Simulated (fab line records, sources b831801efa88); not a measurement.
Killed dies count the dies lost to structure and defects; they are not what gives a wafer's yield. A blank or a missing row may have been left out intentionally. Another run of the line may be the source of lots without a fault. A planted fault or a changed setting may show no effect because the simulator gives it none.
Chamber matching	flow sky130	SKY_CONTACT_ETCH_17 on rie diel-02 has 4 sister chambers
The step etches SiO2 in C4F8/O2/Ar, stops on Si3N4, target depth 340 nm. 4 wafers are shown with their chamber, then 9 later ones without.

WAFERS PAIRED WITH THEIR CHAMBERS
wafer	chamber	oes product au (a.u.)
L082.3	3	0.893
L083.1	0	0.892
L083.4	1	0.887
L083.6	2	0.891

WAFERS WHOSE CHAMBER IS MISSING
wafer	oes product au (a.u.)
L085.2	0.884
L085.4	0.886
L085.6	0.892
L091.4	0.896
L091.5	0.888
L091.6	0.902
L097.1	0.895
L097.2	0.896
L097.6	0.888

EACH ONE'S CHAMBER
wafer	from the rows above	in truth
L085.2	can't be placed: 1 or 2 or 0 or 3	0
L085.4	can't be placed: 1 or 2 or 0 or 3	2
L085.6	can't be placed: 0 or 2 or 3 or 1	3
L091.4	can't be placed: 3 or 0 or 2 or 1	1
L091.5	can't be placed: 1 or 2 or 0 or 3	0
L091.6	can't be placed: 3 or 0 or 2 or 1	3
L097.1	can't be placed: 3 or 0 or 2 or 1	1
L097.2	can't be placed: 3 or 0 or 2 or 1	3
L097.6	can't be placed: 1 or 2 or 0 or 3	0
0 of 9 placed correctly. Cannot be placed on the basis of these rows: 9; the candidates contain the true chamber in 9. Number placed wrongly: 0.
How it was worked out, from the rows above alone: a wafer's distance from a chamber is the root of the sum, over the readings, of the square of ((its reading less the chamber's mean) divided by the reading's scatter). If the next closest chamber is less than 2 further off than the closest, the wafer can't be placed; otherwise it belongs to the closest. The mean given for a chamber averages the wafers shown for that chamber. The scatter: root of mean squared gap, hidden wafer to nearest shown wafer, with one shown wafer a chamber.
